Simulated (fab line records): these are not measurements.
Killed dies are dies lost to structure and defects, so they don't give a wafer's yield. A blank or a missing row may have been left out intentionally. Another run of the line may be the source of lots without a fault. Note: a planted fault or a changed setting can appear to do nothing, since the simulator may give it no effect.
Which tool did it? :: flow gf180mcu :: Sampling: 12 lots, 36 wafers, 2 of 602 route steps

== WHAT THE GAUGES READ, wafer by wafer ==
GF_CONTACT_RS_MEAS_25: measurement is done with a four-point probe.
lot: L575
measured: day 16 06:24
on: film_metro-01
CONTACT_W_RS (ohm/sq): 0.379 0.386 0.379

lot: L578
measured: day 17 10:00
on: film_metro-02
CONTACT_W_RS (ohm/sq): 0.379 0.378 0.374

lot: L580
measured: day 18 06:16
on: film_metro-02
CONTACT_W_RS (ohm/sq): 0.377 0.384 0.373

lot: L582
measured: day 18 18:48
on: film_metro-01
CONTACT_W_RS (ohm/sq): 0.384 0.385 0.381

lot: L583
measured: day 19 14:01
on: film_metro-04
CONTACT_W_RS (ohm/sq): 0.383 0.380 0.380

lot: L584
measured: day 20 01:31
on: film_metro-04
CONTACT_W_RS (ohm/sq): 0.380 0.376 0.380

lot: L587
measured: day 21 05:01
on: film_metro-01
CONTACT_W_RS (ohm/sq): 0.380 0.376 0.379

lot: L588
measured: day 21 13:59
on: film_metro-02
CONTACT_W_RS (ohm/sq): 0.380 0.389 0.382

lot: L589
measured: day 22 01:40
on: film_metro-01
CONTACT_W_RS (ohm/sq): 0.385 0.381 0.386

lot: L595
measured: day 24 00:02
on: film_metro-02
CONTACT_W_RS (ohm/sq): 0.376 0.382 0.383

lot: L596
measured: day 24 04:10
on: film_metro-04
CONTACT_W_RS (ohm/sq): 0.382 0.384 0.382

lot: L597
measured: day 24 08:27
on: film_metro-01
CONTACT_W_RS (ohm/sq): 0.380 0.382 0.379

== WHAT TOOL EACH LOT RAN ON (gives the tool, then ch and the chambers of the sampled wafers, and finally the start) ==
lot: L575
GF_CONTACT_ETCH_16: rie_diel-02 ch 1,2,3, day 16 05:42

lot: L578
GF_CONTACT_ETCH_16: rie_diel-02 ch 0,3, day 17 09:18

lot: L580
GF_CONTACT_ETCH_16: rie_diel-02 ch 1,2,3, day 18 05:36

lot: L582
GF_CONTACT_ETCH_16: rie_diel-03 ch 0,1, day 18 18:07

lot: L583
GF_CONTACT_ETCH_16: rie_diel-04 ch 0,1,2, day 19 13:21

lot: L584
GF_CONTACT_ETCH_16: rie_diel-04 ch 1,2, day 20 00:51

lot: L587
GF_CONTACT_ETCH_16: rie_diel-04 ch 1,2, day 21 04:20

lot: L588
GF_CONTACT_ETCH_16: rie_diel-03 ch 0,1,2, day 21 13:20

lot: L589
GF_CONTACT_ETCH_16: rie_diel-04 ch 0,2,3, day 22 01:00

lot: L595
GF_CONTACT_ETCH_16: rie_diel-03 ch 1,2,3, day 23 23:21

lot: L596
GF_CONTACT_ETCH_16: rie_diel-04 ch 2,3, day 24 03:29

lot: L597
GF_CONTACT_ETCH_16: rie_diel-02 ch 2,3, day 24 07:47
- GF_CONTACT_ETCH_16: etches BARC in N2/H2.

== WHAT THE TOOLS THEMSELVES READ (means of the sampled wafers that have a number; where no wafer has one, the mark that the record gives instead) ==
GF_CONTACT_ETCH_16.
lot: L575
tool: rie_diel-02
drypump_motor_current_A (A): 6.0
oes_product_au (a.u.): 0.855
throttle_valve_pct (%): 13.218

lot: L578
tool: rie_diel-02
drypump_motor_current_A (A): 5.8
oes_product_au (a.u.): 0.858
throttle_valve_pct (%): 13.235

lot: L580
tool: rie_diel-02
drypump_motor_current_A (A): 6.0
oes_product_au (a.u.): 0.850
throttle_valve_pct (%): 13.223

lot: L582
tool: rie_diel-03
drypump_motor_current_A (A): 5.6
oes_product_au (a.u.): 0.859
throttle_valve_pct (%): 13.227

lot: L583
tool: rie_diel-04
drypump_motor_current_A (A): 5.5
oes_product_au (a.u.): 0.860
throttle_valve_pct (%): 13.219

lot: L584
tool: rie_diel-04
drypump_motor_current_A (A): 5.5
oes_product_au (a.u.): 0.851
throttle_valve_pct (%): 13.229

lot: L587
tool: rie_diel-04
drypump_motor_current_A (A): 5.5
oes_product_au (a.u.): 0.852
throttle_valve_pct (%): 13.221

lot: L588
tool: rie_diel-03
drypump_motor_current_A (A): 6.0
oes_product_au (a.u.): 0.853
throttle_valve_pct (%): 13.221

lot: L589
tool: rie_diel-04
drypump_motor_current_A (A): 5.6
oes_product_au (a.u.): 0.854
throttle_valve_pct (%): 13.235

lot: L595
tool: rie_diel-03
drypump_motor_current_A (A): 6.0
oes_product_au (a.u.): 0.855
throttle_valve_pct (%): 13.230

lot: L596
tool: rie_diel-04
drypump_motor_current_A (A): 5.7
oes_product_au (a.u.): 0.860
throttle_valve_pct (%): 13.226

lot: L597
tool: rie_diel-02
drypump_motor_current_A (A): 6.4
oes_product_au (a.u.): 0.855
throttle_valve_pct (%): 13.225

== THE ANSWER, worked out from the rows above alone ==
Rule: what is usual is taken from the lots themselves. The widest of any qualifying gaps counts: lots, ordered by their means at a reading, are off when they make up no more than a third of the lots, leave a main group of 4 or more, and stand apart from it by 3 or more times the standard deviation of that group's means. A main group is skipped when, at the precision printed for the reading in the tables above, its means are all equal. Also off: a lot with no number at a reading for which 4 or more lots have one. The other lots that the step has rows for count as sound. After the gauges, taken in route order, come the tools' own readings; for these a lot's mean is taken, as printed above. At the first step where some lot is off, the reading lying furthest off is the one used; lots without a number count as furthest.
Across all readings shown, no lot is off: no conclusion can be drawn from this.

== WHAT THE SIMULATOR PUT IN ==
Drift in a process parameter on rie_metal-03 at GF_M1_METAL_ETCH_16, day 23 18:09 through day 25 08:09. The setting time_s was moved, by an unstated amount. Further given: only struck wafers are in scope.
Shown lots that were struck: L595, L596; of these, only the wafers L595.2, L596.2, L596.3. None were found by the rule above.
